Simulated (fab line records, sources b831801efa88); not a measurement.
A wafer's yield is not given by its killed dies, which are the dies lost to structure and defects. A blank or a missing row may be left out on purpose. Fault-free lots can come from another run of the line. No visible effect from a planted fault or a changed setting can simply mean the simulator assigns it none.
Commonality check across tools -- flow sky130 -- Lots sampled 12, wafers sampled 36

## WHY THIS WAS OPENED
2 of 12 lots carry a flag on the reading FIELD_ISO_CVD_24_THK at SKY_FIELD_ISO_THK_MEAS_25. No-fault wafers: 596 nm, standard deviation 6.3.
Rule: a lot is flagged when every wafer of it that has a number lies more than 4 standard deviations from that mean, or none has a number. The other lots count as sound.

lot,measured,on,"FIELD_ISO_CVD_24_THK (nm), wafer by wafer",flag
L235,day 2 05:48,film metro-01,590 592 592,
L236,day 2 11:02,film metro-02,598 605 616,
L237,day 2 16:23,film metro-03,597 598 605,
L238,day 2 22:47,film metro-02,597 607 599,
L240,day 3 11:11,film metro-02,597 596 590,
L245,day 4 18:19,film metro-01,596 592 597,
L246,day 4 18:23,film metro-01,588 594 581,
L249,day 5 07:22,film metro-02,602 589 592,
L254,day 6 09:25,film metro-02,870 868 871,FLAGGED
L255,day 6 15:16,film metro-01,871 875 875,FLAGGED
L257,day 7 01:18,film metro-02,599 589 594,
L258,day 7 09:11,film metro-03,602 591 594,
Average over the flagged lots: 872 nm; offset from the usual +276 nm, equal to +44 standard deviations.

## WHICH TOOL EACH LOT WENT THROUGH
The record keeps 1 process step preceding the reading, out of 708 steps on the route. In each cell: the tool, then ch and the chambers that the sampled wafers went through, then the start.
lot,flag,SKY_FIELD_ISO_CVD_24
L235,,"hdpcvd-01 ch 0,1,2, day 2 05:43"
L236,,"hdpcvd-02 ch 0,1,2, day 2 10:58"
L237,,"hdpcvd-01 ch 0,1,2, day 2 16:19"
L238,,"hdpcvd-01 ch 0,1,2, day 2 22:43"
L240,,"hdpcvd-01 ch 1,2, day 3 11:07"
L245,,"hdpcvd-02 ch 0,1, day 4 18:15"
L246,,"hdpcvd-02 ch 0,1,2, day 4 18:19"
L249,,"hdpcvd-02 ch 1,2, day 5 07:16"
L254,FLAGGED,"hdpcvd-01 ch 0,1,2, day 6 09:20"
L255,FLAGGED,"hdpcvd-01 ch 0,1,2, day 6 15:12"
L257,,"hdpcvd-02 ch 0,2, day 7 01:13"
L258,,"hdpcvd-02 ch 0,1,2, day 7 09:07"
What the steps here do:
- SKY_FIELD_ISO_CVD_24: deposits SiO2, target thk 595 nm, time 99.2 s.
- SKY_FIELD_ISO_THK_MEAS_25

## FLAGGED AGAINST TOTAL, ONE TOOL AT A TIME (gauges that did the reading follow at the end)
step,tool,lots run,flagged,share of the flagged lots,sound lots run after its first flagged lot
SKY_FIELD_ISO_CVD_24,hdpcvd-01,6,2,all,0
SKY_FIELD_ISO_CVD_24,hdpcvd-02,6,0,none,-
SKY_FIELD_ISO_THK_MEAS_25,film metro-01,4,1,some,0
SKY_FIELD_ISO_THK_MEAS_25,film metro-02,6,1,some,1 (L257)
SKY_FIELD_ISO_THK_MEAS_25,film metro-03,2,0,none,-

## WHAT IS ALLOWED BY THE TABLE
All flagged lots share 1 row of the table, namely hdpcvd-01 at SKY_FIELD_ISO_CVD_24.
- hdpcvd-01 at SKY_FIELD_ISO_CVD_24: 2 of its 6 lots flagged. It ran its last sound lot, L240, at day 3 11:07 and its first flagged lot, L254, at day 6 09:20: a fault with its onset between the two fits.
Left over: one tool, hdpcvd-01 at SKY_FIELD_ISO_CVD_24.

## WHAT THE SIMULATOR PUT IN
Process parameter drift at SKY_FIELD_ISO_CVD_24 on hdpcvd-01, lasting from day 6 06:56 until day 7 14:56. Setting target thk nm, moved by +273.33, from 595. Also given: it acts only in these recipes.
Struck lots among those shown: L254, L255. The rule above reached the same finding.
